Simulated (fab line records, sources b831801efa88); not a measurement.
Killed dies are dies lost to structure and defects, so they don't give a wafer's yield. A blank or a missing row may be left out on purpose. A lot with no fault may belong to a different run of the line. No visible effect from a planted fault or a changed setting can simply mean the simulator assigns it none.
8D (eight disciplines) problem report, filled in by code    flow gf180mcu    the parts of the form that need people (team, actions taken, sign-off) are left out

1. WHAT IS WRONG
Wafers without a fault read 56.60 W, standard deviation 0.046; heater power total W at GF_VT_IMPLANT_SOFTBAKE_03 reads a mean of 69.78 W on 6 wafers belonging to 2 lots. That is +99 or more standard deviations from the usual mean.
The step: time 60 s.
First observed at day 10 06:19: wafer L697.1, on litho track-04. The record holds 39 wafers of 13 lots with a number at this step. By rule, "out" or "out of limits" means more than 4 standard deviations away from the usual mean. The rest of the wafers with a number are treated as sound.

2. WHAT IT IS, AND WHAT IT ISN'T
question                     is                      is not
which readings at this step  heater power total W    -
which lots                   L697, L699              L680, L681, L682, L683, L685, L686, L687, L688, L694, L696, L700
which wafers of those lots   all that have a number  -
read on which tools          litho track-04          litho track-01, litho track-02
when                         from day 10 06:19       up to then (30 sound wafers); but 3 sound wafers of L700 came after

3. SUSPECTS, AND WHAT RULES EACH OUT
Counting: a tool at any process step up to the reading remains a suspect when it ran all the lots that are out and ran no sound lot after the first of those.
- litho track-04 at GF_VT_IMPLANT_SOFTBAKE_03 (time 60 s): kept. All lots that are out passed through it, beginning with L697 at day 10 06:19, and no sound lot followed; its final sound lot before that point was L694 at day 9 16:17. On those wafers its own readings are out: heater power total W.
The count leaves litho track-04 at GF_VT_IMPLANT_SOFTBAKE_03.

4. THE CAUSE (what the simulator had put in)
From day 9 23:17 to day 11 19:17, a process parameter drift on litho track-04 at GF_VT_IMPLANT_SOFTBAKE_03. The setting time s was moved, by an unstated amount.
After counting, this tool was the only one left.

5. THE EFFECT CHAIN, in route order
Each row: a reading where the mean over the struck wafers with a number is more than 3 standard deviations away from the usual. Only readings whose record carries a usual standard deviation are examined. hours: median over the lots of the time between each lot's start at the first step of this table that gives one and its start at this step. sigmas: the change, counted in usual standard deviations.
hours  step                       reading                   usual    on struck wafers  change  sigmas
0      GF_VT_IMPLANT_SOFTBAKE_03  heater power total W      56.60 W  69.78             +13.18  +99 or more
9      GF_VT_IMPLANT_STRIP_09     strip time to endpoint s  12.63 s  12.79             +0.16   +4.4
Process steps it contains:
- GF_VT_IMPLANT_SOFTBAKE_03: time 60 s.
- GF_VT_IMPLANT_STRIP_09: strips in O2/N2.
At these later measuring or inspecting steps, every struck wafer for which the step has a row has a number for every such reading, and none has moved that far: GF_V1_THK_MEAS_03.

6. WHAT WOULD HAVE CAUGHT IT SOONER
First out-of-limits reading in this record: day 10 06:19, which is 7 hours after fault onset at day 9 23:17.
